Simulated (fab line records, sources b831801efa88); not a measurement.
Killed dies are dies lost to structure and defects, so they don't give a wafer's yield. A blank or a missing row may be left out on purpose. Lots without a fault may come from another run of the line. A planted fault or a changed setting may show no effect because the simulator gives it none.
Chamber matching | flow sky130 | SKY_CAPM_CVD_00 on pecvd-01: 3 sister chambers
The step deposits SiO2, target thk 15.5 nm. 6 wafers are shown with their chamber, then 10 later ones without.

WAFERS WITH THEIR CHAMBER
wafer  | chamber | heater_power_w (W)
L083.1 | 2       | 890
L087.2 | 2       | 914
L092.5 | 0       | 747
L092.6 | 1       | 668
L096.1 | 0       | 787
L096.2 | 1       | 695

WAFERS WITHOUT THEIR CHAMBER
wafer  | heater_power_w (W)
L096.3 | 897
L096.4 | 863
L096.5 | 686
L096.6 | 755
L097.1 | 628
L097.2 | 850
L097.3 | 649
L097.4 | 664
L097.5 | 656
L097.6 | 852

WHICH CHAMBER EACH WENT THROUGH
wafer  | from the rows above     | in truth
L096.3 | 2                       | 2
L096.4 | 2                       | 2
L096.5 | 1                       | 1
L096.6 | 0                       | 0
L097.1 | 1                       | 1
L097.2 | can't be placed: 2 or 0 | 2
L097.3 | 1                       | 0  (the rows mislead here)
L097.4 | 1                       | 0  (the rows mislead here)
L097.5 | 1                       | 1
L097.6 | can't be placed: 2 or 0 | 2
Placed correctly: 6 of 10. Can't be placed from these rows: 2 (the true chamber is among the candidates in 2). Placed wrongly: 2.
How it was worked out, from the rows above alone: a wafer's distance from a chamber is the root of the sum, over the readings, of the square of ((its reading less the chamber's mean) divided by the reading's scatter). The wafer belongs to the nearest chamber; if the next one is less than 2 further off, it can't be placed. A chamber's mean is the mean of its shown wafers. The scatter: the root of (the sum of the squares of (reading less its chamber's mean) over the shown wafers, divided by (wafers less chambers)).
